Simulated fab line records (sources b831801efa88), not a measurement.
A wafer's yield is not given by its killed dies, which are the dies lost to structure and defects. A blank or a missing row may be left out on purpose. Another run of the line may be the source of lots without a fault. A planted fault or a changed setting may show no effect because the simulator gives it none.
Which tool did it? + flow sky130 + 12 lots, 36 wafers sampled, at 4 steps of a route of 708

== WHAT THE GAUGES READ, wafer by wafer ==
SKY_NWELL_RS_MEAS_31: a four-point-probe measurement. Usual: PWDE_RS gives 5277 ohm/sq (standard deviation 17).
| lot  | measured     | on            | PWDE_RS (ohm/sq) | flag |
|------|--------------|---------------|------------------|------|
| L470 | day 5 11:31  | film-metro-02 | 5261 5291 5271   |      |
| L471 | day 5 15:34  | film-metro-02 | 5247 5246 5241   |      |
| L473 | day 6 10:17  | film-metro-02 | 5284 5260 5251   |      |
| L474 | day 6 17:07  | film-metro-04 | 5257 5253 5243   |      |
| L476 | day 7 03:13  | film-metro-02 | 5280 5284 5276   |      |
| L479 | day 8 04:26  | film-metro-02 | 5283 5289 5291   |      |
| L481 | day 8 10:31  | film-metro-02 | 5271 5294 5280   |      |
| L484 | day 9 04:05  | film-metro-04 | 5262 5274 5282   |      |
| L488 | day 10 09:05 | film-metro-03 | 5258 5286 5278   |      |
| L489 | day 10 12:40 | film-metro-03 | 5281 5295 5283   |      |
| L490 | day 10 19:01 | film-metro-02 | 5285 5271 5303   |      |
| L492 | day 11 04:10 | film-metro-02 | 5268 5290 5279   |      |

SKY_SONOS_TUNNEL_TW_MEAS_12. Usual: SONOS_TUNNEL_TW gives 198.0 (standard deviation 1.4).
| lot  | measured     | on            | SONOS_TUNNEL_TW   | flag |
|------|--------------|---------------|-------------------|------|
| L470 | day 11 14:25 | film-metro-04 | 197.9 197.6 198.2 |      |
| L471 | day 11 19:50 | film-metro-04 | 197.3 197.5 197.7 |      |
| L473 | day 12 18:25 | film-metro-01 | 196.4 197.0 197.1 |      |
| L474 | day 13 04:38 | film-metro-01 | 198.2 197.7 197.4 |      |
| L476 | day 13 16:40 | film-metro-01 | 197.6 196.5 197.7 |      |
| L479 | day 15 02:04 | film-metro-04 | 199.1 199.0 199.3 |      |
| L481 | day 15 10:37 | film-metro-02 | 199.2 198.2 199.4 |      |
| L484 | day 16 08:55 | film-metro-04 | 224.5 223.8 223.9 | OFF  |
| L488 | day 17 21:37 | film-metro-01 | 222.0 221.6 222.5 | OFF  |
| L489 | day 18 03:34 | film-metro-04 | 202.0 201.9 202.2 |      |
| L490 | day 18 10:55 | film-metro-01 | 196.6 196.9 196.6 |      |
| L492 | day 18 23:58 | film-metro-01 | 196.8 195.6 196.7 |      |

SKY_SONOS_ONO_THK_MEAS_03. Usual: SONOS_ONO_CVD_02_THK gives 10.49 nm (standard deviation 0.16).
| lot  | measured     | on            | SONOS_ONO_CVD_02_THK (nm) | flag |
|------|--------------|---------------|---------------------------|------|
| L470 | day 11 17:53 | film-metro-01 | 10.43 10.43 10.40         |      |
| L471 | day 11 23:47 | film-metro-01 | 10.41 10.48 10.62         |      |
| L473 | day 12 21:20 | film-metro-01 | 10.41 10.47 10.56         |      |
| L474 | day 13 09:55 | film-metro-04 | 10.40 10.46 10.43         |      |
| L476 | day 13 20:58 | film-metro-04 | 10.56 10.60 10.53         |      |
| L479 | day 15 08:40 | film-metro-03 | 10.63 10.49 10.58         |      |
| L481 | day 15 19:26 | film-metro-04 | 10.59 10.48 10.68         |      |
| L484 | day 16 11:48 | film-metro-03 | 10.58 10.62 10.71         |      |
| L488 | day 18 02:55 | film-metro-04 | 10.45 10.51 10.57         |      |
| L489 | day 18 07:04 | film-metro-01 | 10.65 10.64 10.65         |      |
| L490 | day 18 17:22 | film-metro-03 | 10.55 10.50 10.42         |      |
| L492 | day 19 03:14 | film-metro-03 | 10.35 10.31 10.41         |      |

== WHICH TOOL RAN EACH LOT (tool, then ch and the chambers of the sampled wafers, then the start) ==
| lot  | SKY_SONOS_TUNNEL_IMPLANT_09     |
|------|---------------------------------|
| L470 | implanter-03 ch 0, day 11 13:59 |
| L471 | implanter-02 ch 0, day 11 19:25 |
| L473 | implanter-02 ch 0, day 12 18:01 |
| L474 | implanter-04 ch 0, day 13 04:13 |
| L476 | implanter-02 ch 0, day 13 16:16 |
| L479 | implanter-02 ch 0, day 15 01:41 |
| L481 | implanter-03 ch 0, day 15 10:14 |
| L484 | implanter-03 ch 0, day 16 08:31 |
| L488 | implanter-03 ch 0, day 17 21:13 |
| L489 | implanter-04 ch 0, day 18 03:11 |
| L490 | implanter-02 ch 0, day 18 10:30 |
| L492 | implanter-02 ch 0, day 18 23:34 |
- SKY_SONOS_TUNNEL_IMPLANT_09

== WHAT THE TOOLS THEMSELVES READ (means of the sampled wafers that have a number; where no wafer has one, the mark that the record gives instead) ==
SKY_SONOS_TUNNEL_IMPLANT_09. Usual: beam-on-s 10.00 s, standard deviation 0.19; dose-ions-cm2 1.0001e+12, standard deviation 1.1e+09; faraday-current-uA 5.64, standard deviation 0.11.
| lot  | tool         | beam-on-s (s) | dose-ions-cm2 | faraday-current-uA | flag |
|------|--------------|---------------|---------------|--------------------|------|
| L470 | implanter-03 | 9.99          | 1.0009e+12    | 5.66               |      |
| L471 | implanter-02 | 9.96          | 1.0007e+12    | 5.65               |      |
| L473 | implanter-02 | 9.97          | 1.0006e+12    | 5.66               |      |
| L474 | implanter-04 | 9.96          | 1.0012e+12    | 5.67               |      |
| L476 | implanter-02 | 9.87          | 9.9987e+11    | 5.74               |      |
| L479 | implanter-02 | 9.98          | 1.0000e+12    | 5.64               |      |
| L481 | implanter-03 | 10.17         | 9.9970e+11    | 5.53               |      |
| L484 | implanter-03 | 9.99          | 1.5472e+12    | 8.74               | OFF  |
| L488 | implanter-03 | 9.87          | 1.5454e+12    | 8.82               | OFF  |
| L489 | implanter-04 | 10.10         | 9.9987e+11    | 5.58               |      |
| L490 | implanter-02 | 10.21         | 1.0007e+12    | 5.53               |      |
| L492 | implanter-02 | 10.00         | 1.0009e+12    | 5.63               |      |

== THE ANSWER, worked out from the rows above alone ==
Rule: a lot counts as off when the mean over its wafers that have a number is more than 3 standard deviations away from the usual mean. Also off: a lot with no number at a reading for which 4 or more lots have one. All remaining lots with rows at the step are treated as sound. The gauges are gone through in route order, then the tools' own readings, and for those a lot's mean is taken as printed above. At the first step where some lot is off, the reading lying furthest off is the one used; lots without a number count as furthest.
Off: L484, L488, seen at SKY_SONOS_TUNNEL_TW_MEAS_12 (SONOS_TUNNEL_TW).
A tool fits if, at a process step before that reading, it ran every lot that is off, and no sound lot after the first of them. Not tried: the gauges at SKY_SONOS_TUNNEL_TW_MEAS_12; whatever is off there is also off at SKY_SONOS_TUNNEL_IMPLANT_09, on other tools, and gauge error can't account for it. One fits: implanter-03 at SKY_SONOS_TUNNEL_IMPLANT_09. Its last sound lot is L481 (day 15 10:14), its first lot that is off L484 (day 16 08:31): a fault that began between those two fits.
The tool's own readings at SKY_SONOS_TUNNEL_IMPLANT_09 bear it out: on the lots that are off they differ by more than 5 times the standard deviation of the sound lots' means. dose-ions-cm2 reads 1.5463e+12 there against 1.0004e+12 on the sound lots; faraday-current-uA reads 8.78 there against 5.63 on the sound lots.

== WHAT THE SIMULATOR HAD PUT IN ==
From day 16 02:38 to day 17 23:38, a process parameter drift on implanter-03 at SKY_SONOS_TUNNEL_IMPLANT_09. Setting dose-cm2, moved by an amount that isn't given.
Struck lots among those shown: L484, L488. The rule above found the same.
